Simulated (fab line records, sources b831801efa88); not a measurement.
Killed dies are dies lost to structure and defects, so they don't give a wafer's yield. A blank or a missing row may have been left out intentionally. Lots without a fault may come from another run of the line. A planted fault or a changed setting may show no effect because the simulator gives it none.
Struck lot and sound lot, side by side :: flow sfq-line :: 28 steps out of a route of 325
Sound: the wafers L338.1, L338.3, L338.4. Struck: wafers L353.4, L353.5 (left out: L353.2, a lot-mate that was not struck); the cause follows at the end.
At each step with rows: each side's tool, then ch and its chambers, then its first start. Under that, the readings that differ: sound wafers :: struck wafers :: difference of the means :: sigmas: that difference in standard deviations of wafers without a fault.
alike: words and numbers the same on both sides, and readings whose means are apart by under 2 such deviations; not compared: readings that were withheld, readings missing a value for some wafer, numbers with overlapping values and no deviation given by the record, and bounds like >300 which may hide the same value.
Wherever a step has rows on one side only, a row that says differs or no value, or a row with sigmas, the two part there. Numbers that have no deviation but don't overlap get no sigmas and don't part them. A reading missing from all wafers of one side parts the sides only when that side holds two or more wafers.

first, 6 steps without rows for these wafers: SFQ_TRILAYER_M0_LITHO_COAT_026 (resist thk 62 nm); SFQ_TRILAYER_M0_LITHO_COAT_021 (resist thk 600 nm); SFQ_TRILAYER_M0_LITHO_SOFTBAKE_025; SFQ_TRILAYER_M0_LITHO_EXPOSE_022 (exposes mask M0, target cd 500 nm); SFQ_TRILAYER_M0_LITHO_PEB_024 (peb time 60 s); SFQ_TRILAYER_M0_LITHO_DEVELOP_023 (time 60 s).
SFQ_M0_OVL_MEAS_906:
  sound on overlay-02, day 6 13:41; struck on overlay-01, day 10 11:54
  alike: M0_OVL
SFQ_TRILAYER_M0_BARC_OPEN_METAL_ETCH_031: etches BARC in O2, target depth 125 nm, time 41.7 s.
  sound on rie-metal-04 ch 0, day 6 13:44; struck on rie-metal-04 ch 0, day 10 11:56
  alike: drypump-motor-current-A, oes-product-au
  not compared: rf-hours-counter-h
SFQ_TRILAYER_M0_ETCH_METAL_ETCH_024: etches Nb in Cl2/Ar, stops on SiO2, target depth 240 nm, time 120 s.
  sound on rie-metal-04 ch 0, day 6 13:51; struck on rie-metal-04 ch 0, day 10 11:59
  alike: drypump-motor-current-A, oes-product-au
  not compared: rf-hours-counter-h
SFQ_TRILAYER_M0_STRIP_STRIP_025: strips in O2.
  sound on rie-metal-04 ch 0, day 6 14:06; struck on rie-metal-04 ch 0, day 10 12:07
  alike: drypump-motor-current-A, oes-product-au
  not compared: rf-hours-counter-h
then, 2 steps without rows for these wafers: SFQ_TRILAYER_M0_STRIP_SOLV_CLEAN_026 (cleans in NMP, time 600 s); SFQ_TRILAYER_I0_DEP_PECVD_027 (deposits SiO2 from SiH4/N2O, time 111.11 s, target thk 500 nm).
SFQ_TRILAYER_I0_CMP_CMP_028: polishes SiO2.
  sound on cmp-01 ch 0,1,2, day 7 03:50; struck on cmp-01 ch 1,2, day 10 16:06
reading: model.SiO2_of_TRILAYER_I0_DEP_PECVD_027.thk-nm (nm)
sound: 201.1 200 198.7
struck: 184.9 185.3
difference: -14.8
sigmas: 
  alike: motor-current-A, retaining-ring-pressure-frac, slurry-flow-ml-min, time-to-endpoint-s
SFQ_I0_BOW_MEAS_907:
  sound on film-metro-03, day 7 06:50; struck on film-metro-03, day 10 18:37
  alike: I0_BOW
SFQ_TRILAYER_I0_METRO_MEASURE_029:
  sound on film-metro-03, day 7 06:57; struck on film-metro-03, day 10 18:55
reading: thk-nm (nm)
sound: 201.1 199.9 198.7
struck: 184.9 185.3
difference: -14.8
sigmas: -15
then, 6 steps without rows for these wafers: SFQ_TRILAYER_I0_VIA_LITHO_COAT_036 (resist thk 62 nm); SFQ_TRILAYER_I0_VIA_LITHO_COAT_031 (resist thk 650 nm); SFQ_TRILAYER_I0_VIA_LITHO_SOFTBAKE_035; SFQ_TRILAYER_I0_VIA_LITHO_EXPOSE_032 (exposes mask I0, target cd 500 nm); SFQ_TRILAYER_I0_VIA_LITHO_PEB_034 (peb time 60 s); SFQ_TRILAYER_I0_VIA_LITHO_DEVELOP_033 (time 60 s).
-- the record jumps here: 5 days lie between the struck wafers' starts before and after --
SFQ_I0_OVL_MEAS_908:
  sound on overlay-02, day 11 02:19; struck on overlay-01, day 15 20:37
  alike: I0_OVL
SFQ_TRILAYER_I0_VIA_BARC_OPEN_VIA_ETCH_046: etches BARC in O2, target depth 125 nm, time 41.7 s.
  sound on rie-diel-01 ch 1,2,3, day 11 02:21; struck on rie-diel-03 ch 0,2, day 15 20:38
  alike: drypump-motor-current-A, oes-product-au
  not compared: rf-hours-counter-h
SFQ_TRILAYER_I0_VIA_ETCH_VIA_ETCH_034: etches SiO2 in CHF3, stops on Nb, target depth 260 nm.
  sound on rie-diel-01 ch 1,2,3, day 11 02:23; struck on rie-diel-03 ch 0,2, day 15 20:41
reading: oes-product-au (a.u.)
sound: 0.859 0.851 0.855
struck: 0.820 0.815
difference: -0.038
sigmas: -8

reading: model.I0.feature-depth-nm (nm)
sound: 201.1 200 198.7
struck: 184.9 185.3
difference: -14.8
sigmas: 

reading: model.etch.depth-nm (nm)
sound: 201.1 200 198.7
struck: 184.9 185.3
difference: -14.8
sigmas: 
  alike: drypump-motor-current-A
then, 2 steps without rows for these wafers: SFQ_TRILAYER_I0_VIA_STRIP_STRIP_035 (strips in O2); SFQ_TRILAYER_I0_VIA_STRIP_SOLV_CLEAN_036 (cleans in NMP, time 600 s).
SFQ_TRILAYER_M1_DEP_PRE_CLEAN_038: time 22.5 s.
  sound on pvd-sputter-03, day 11 03:17; struck on pvd-sputter-04, day 15 21:34
reading: model.SiO2_of_TRILAYER_I0_DEP_PECVD_027.thk-nm (nm)
sound: 193.6 192.5 191.2
struck: 177.4 177.8
difference: -14.8
sigmas: 
  alike: bias-v
SFQ_TRILAYER_M1_DEP_SPUTTER_037: material Nb, target thk 200 nm, time 133.3 s.
  sound on pvd-sputter-03, day 11 03:19; struck on pvd-sputter-04, day 15 21:36
  alike: throttle-valve-pct

== WHERE THEY PART ==
At SFQ_TRILAYER_I0_METRO_MEASURE_029 first; at SFQ_TRILAYER_I0_VIA_ETCH_VIA_ETCH_034 last (within this record only). Later steps at which nothing parts them and some readings are alike: SFQ_TRILAYER_M1_DEP_PRE_CLEAN_038, SFQ_TRILAYER_M1_DEP_SPUTTER_037.

WHY: whatever the simulator had introduced
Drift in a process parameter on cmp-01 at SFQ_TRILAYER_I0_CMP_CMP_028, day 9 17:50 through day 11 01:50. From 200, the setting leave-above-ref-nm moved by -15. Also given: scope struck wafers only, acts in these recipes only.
